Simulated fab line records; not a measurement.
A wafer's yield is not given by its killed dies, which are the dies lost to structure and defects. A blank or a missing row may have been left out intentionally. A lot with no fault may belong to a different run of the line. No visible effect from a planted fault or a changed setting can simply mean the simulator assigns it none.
Which tool is to blame?    flow sky130    Sampling: 12 lots, 36 wafers, 3 of 708 route steps

## WHAT EACH GAUGE READ, for each wafer
SKY_VIA2_OVL_MEAS_13.
lot   measured      on          VIA2_OVL (nm)
L075  day 34 07:26  overlay-01  0 -1 -5
L077  day 34 11:21  overlay-02  -2 2 5
L080  day 35 07:59  overlay-01  -5 3 -3
L081  day 35 23:14  overlay-02  5 -1 4
L084  day 36 09:35  overlay-02  7 7 3
L085  day 36 17:10  overlay-02  -4 0 -11
L087  day 37 10:14  overlay-02  10 -3 15
L089  day 37 21:34  overlay-02  -4 8 -2
L091  day 38 17:29  overlay-01  2 8 -5
L092  day 45 19:38  overlay-02  2 -1 -9
L095  day 45 22:10  overlay-02  4 -2 -1
L097  day 45 23:53  overlay-02  -1 0 8

## WHAT TOOL EACH LOT RAN ON (gives the tool, then ch and the chambers of the sampled wafers, and finally the start)
lot   SKY_LOCAL_INTERCONNECT_SPUTTER_00  SKY_METAL1_SPUTTER_00
L075  pvd sputter-02, day 26 22:53       pvd sputter-04, day 29 12:06
L077  pvd sputter-02, day 27 01:07       pvd sputter-02, day 29 14:28
L080  pvd sputter-02, day 28 01:47       pvd sputter-01, day 30 13:57
L081  pvd sputter-03, day 28 16:34       pvd sputter-04, day 31 05:34
L084  pvd sputter-03, day 29 04:16       pvd sputter-04, day 31 17:53
L085  pvd sputter-04, day 29 14:10       pvd sputter-02, day 32 02:47
L087  pvd sputter-02, day 30 05:09       pvd sputter-04, day 32 18:35
L089  pvd sputter-02, day 30 19:55       pvd sputter-04, day 33 06:11
L091  pvd sputter-02, day 31 15:55       pvd sputter-04, day 34 00:44
L092  pvd sputter-03, day 39 17:23       pvd sputter-01, day 41 22:25
L095  pvd sputter-03, day 39 19:46       pvd sputter-01, day 42 02:14
L097  pvd sputter-03, day 39 22:48       pvd sputter-04, day 42 04:25
- SKY_LOCAL_INTERCONNECT_SPUTTER_00: material TiN, target thk 100 nm, time 83.3 s.
- SKY_METAL1_SPUTTER_00: material Ti, target thk 15 nm, time 10 s.

## THE ANSWER, worked out from the rows above alone
Rule: usual is defined by the lots themselves. The widest of any qualifying gaps counts: lots, ordered by their means at a reading, are off when they make up no more than a third of the lots, leave a main group of 4 or more, and stand apart from it by 3 or more times the standard deviation of that group's means. If all means in a main group match to the digits the tables above print for the reading, that group is not used. Also off: a lot with no number at a reading for which 4 or more lots have one. Any other lot the step has rows for is counted as sound.
Nothing can be told from this: no lot is off at any reading shown.

## WHAT THE SIMULATOR HAD INSERTED
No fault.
